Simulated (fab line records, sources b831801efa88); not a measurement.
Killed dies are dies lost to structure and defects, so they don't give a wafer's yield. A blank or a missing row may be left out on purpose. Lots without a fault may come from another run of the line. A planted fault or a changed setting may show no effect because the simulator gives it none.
A struck lot beside a sound one | flow sky130 | 43 steps out of a route of 708
Sound: wafers L482.2, L482.3, L482.6. Struck: wafer L493.2. (L493.4, L493.5 of the same lot were not struck and are left out.) The cause comes at the end.
At each step with rows: each side's tool, then ch and its chambers, then its first start. Under that, the readings that differ: sound wafers | struck wafers | difference of the means | sigmas: that difference in standard deviations of wafers without a fault.
alike: readings whose means differ by less than 2 such deviations, and words and numbers that are the same on both sides. not compared: withheld readings, readings that some wafer has no value for, bounds like >300 that may hide the same value, and numbers for which the record gives no deviation and whose values overlap.
The two part at a step that has a row with sigmas, a row that says differs or no value, or rows on one side only. Numbers that don't overlap but have no deviation are shown without sigmas and don't part them. A reading that every wafer of one side lacks parts them only if that side has two wafers or more.

SKY_LDD_N_STRIP_16: strips in O2/N2.
  sound on plasma_asher-03 ch 0, day 19 14:05; struck on plasma_asher-01 ch 0, day 23 17:20
  alike: chamber_pressure_mTorr, drypump_motor_current_A, oes_product_au, strip_time_to_endpoint_s
  not compared: rf_hours_counter_h
SKY_LDD_N_TW_MEAS_17:
  sound on film_metro-03, day 19 14:12; struck on film_metro-03, day 23 17:27
  alike: LDD_N_TW
then, 7 steps without rows for these wafers: SKY_LDD_P_DEHYDRATE_00 (time 60 s); SKY_LDD_P_HMDS_01 (prime time 60 s); SKY_LDD_P_COAT_02 (resist thk 1140 nm); SKY_LDD_P_SOFTBAKE_03 (time 60 s); SKY_LDD_P_EXPOSE_04 (exposes mask PSDM, target cd 380 nm); SKY_LDD_P_PEB_05; SKY_LDD_P_DEVELOP_06 (develop time 60 s).
SKY_LDD_P_CD_MEAS_07: target cd 380 nm.
  sound on cd_sem-01, day 20 20:15; struck on cd_sem-02, day 24 23:01
  alike: cd_nm
SKY_LDD_P_OVL_MEAS_08:
  sound on overlay-02, day 20 20:22; struck on overlay-01, day 24 23:08
  alike: LDD_P_OVL
then, 1 step without rows for these wafers: SKY_LDD_P_IMPLANT_09.
SKY_LDD_P_STRIP_10: strips in O2/N2.
  sound on plasma_asher-02 ch 1, day 20 20:32; struck on plasma_asher-04 ch 1, day 24 23:20
  alike: chamber_pressure_mTorr, drypump_motor_current_A, oes_product_au, strip_time_to_endpoint_s
  not compared: rf_hours_counter_h
SKY_LDD_P_TW_MEAS_11:
  sound on film_metro-01, day 20 20:39; struck on film_metro-04, day 24 23:27
  alike: LDD_P_TW
then, 7 steps without rows for these wafers: SKY_LDD_HVN_DEHYDRATE_00 (time 60 s); SKY_LDD_HVN_HMDS_01 (prime time 60 s); SKY_LDD_HVN_COAT_02 (resist thk 300 nm); SKY_LDD_HVN_SOFTBAKE_03 (time 60 s); SKY_LDD_HVN_EXPOSE_04 (exposes mask HVNTM, target cd 700 nm); SKY_LDD_HVN_PEB_05; SKY_LDD_HVN_DEVELOP_06 (develop time 60 s).
SKY_LDD_HVN_OVL_MEAS_07:
  sound on overlay-01, day 22 03:10; struck on overlay-02, day 26 04:40
  alike: LDD_HVN_OVL
then, 1 step without rows for these wafers: SKY_LDD_HVN_IMPLANT_08.
SKY_LDD_HVN_STRIP_09: strips in O2/N2.
  sound on plasma_asher-01 ch 0,1, day 22 03:20; struck on plasma_asher-04 ch 0, day 26 04:50
  alike: chamber_pressure_mTorr, drypump_motor_current_A, oes_product_au, strip_time_to_endpoint_s
  not compared: rf_hours_counter_h
SKY_LDD_HVN_TW_MEAS_10:
  sound on film_metro-01, day 22 03:27; struck on film_metro-01, day 26 04:57
  alike: LDD_HVN_TW
then, 7 steps without rows for these wafers: SKY_LDD_HVP_DEHYDRATE_00 (time 60 s); SKY_LDD_HVP_HMDS_01 (prime time 60 s); SKY_LDD_HVP_COAT_02 (resist thk 300 nm); SKY_LDD_HVP_SOFTBAKE_03 (time 60 s); SKY_LDD_HVP_EXPOSE_04 (exposes mask HVPTM, target cd 700 nm); SKY_LDD_HVP_PEB_05; SKY_LDD_HVP_DEVELOP_06 (develop time 60 s).
SKY_LDD_HVP_OVL_MEAS_07:
  sound on overlay-01, day 23 09:17; struck on overlay-02, day 27 10:02
  reading          | sound          | struck | difference | sigmas
  LDD_HVP_OVL (nm) | -0.3 -0.3 -0.7 | 2.5    | +2.9       | +2
then, 1 step without rows for these wafers: SKY_LDD_HVP_IMPLANT_08.
SKY_LDD_HVP_STRIP_09: strips in O2/N2.
  sound on plasma_asher-03 ch 0,1, day 23 09:28; struck on plasma_asher-01 ch 0, day 27 10:13
  alike: chamber_pressure_mTorr, drypump_motor_current_A, oes_product_au, strip_time_to_endpoint_s
  not compared: rf_hours_counter_h
SKY_LDD_HVP_TW_MEAS_10:
  sound on film_metro-01, day 23 09:35; struck on film_metro-03, day 27 10:20
  reading    | sound       | struck | difference | sigmas
  LDD_HVP_TW | 461 461 462 | 452    | -9         | -3
then, 6 steps without rows for these wafers: SKY_LDD_LDN_DEHYDRATE_00 (time 60 s); SKY_LDD_LDN_HMDS_01 (prime time 60 s); SKY_LDD_LDN_COAT_02 (resist thk 1140 nm); SKY_LDD_LDN_SOFTBAKE_03 (time 60 s); SKY_LDD_LDN_EXPOSE_04 (exposes mask LDNTM, target cd 700 nm); SKY_LDD_LDN_PEB_05.
-- the record jumps here: 22 days lie between the struck wafers' starts before and after (it left off in module LDD_LDN and takes up again in module PAD_OPEN, whose first step shown is number 708 of the route) --
SKY_PAD_OPEN_PROBE_99:
  sound on prober-01, day 47 10:31; struck on prober-02, day 49 12:40
  reading             | sound    | struck | difference | sigmas
  killed_at_front_end | 21 25 25 | 68     | +44        | +10
  killed_dies         | 95 88 92 | 146    | +54        | +5
  killed_open         | 48 43 51 | 63     | +16        | +2
  alike: killed_at_M0_to_M3, killed_at_M4_up, killed_at_contacts, killed_at_other, killed_short

WHERE THEY PART
First at SKY_LDD_HVP_OVL_MEAS_07; last, within this record, at SKY_PAD_OPEN_PROBE_99.

WHY: what the simulator had put in
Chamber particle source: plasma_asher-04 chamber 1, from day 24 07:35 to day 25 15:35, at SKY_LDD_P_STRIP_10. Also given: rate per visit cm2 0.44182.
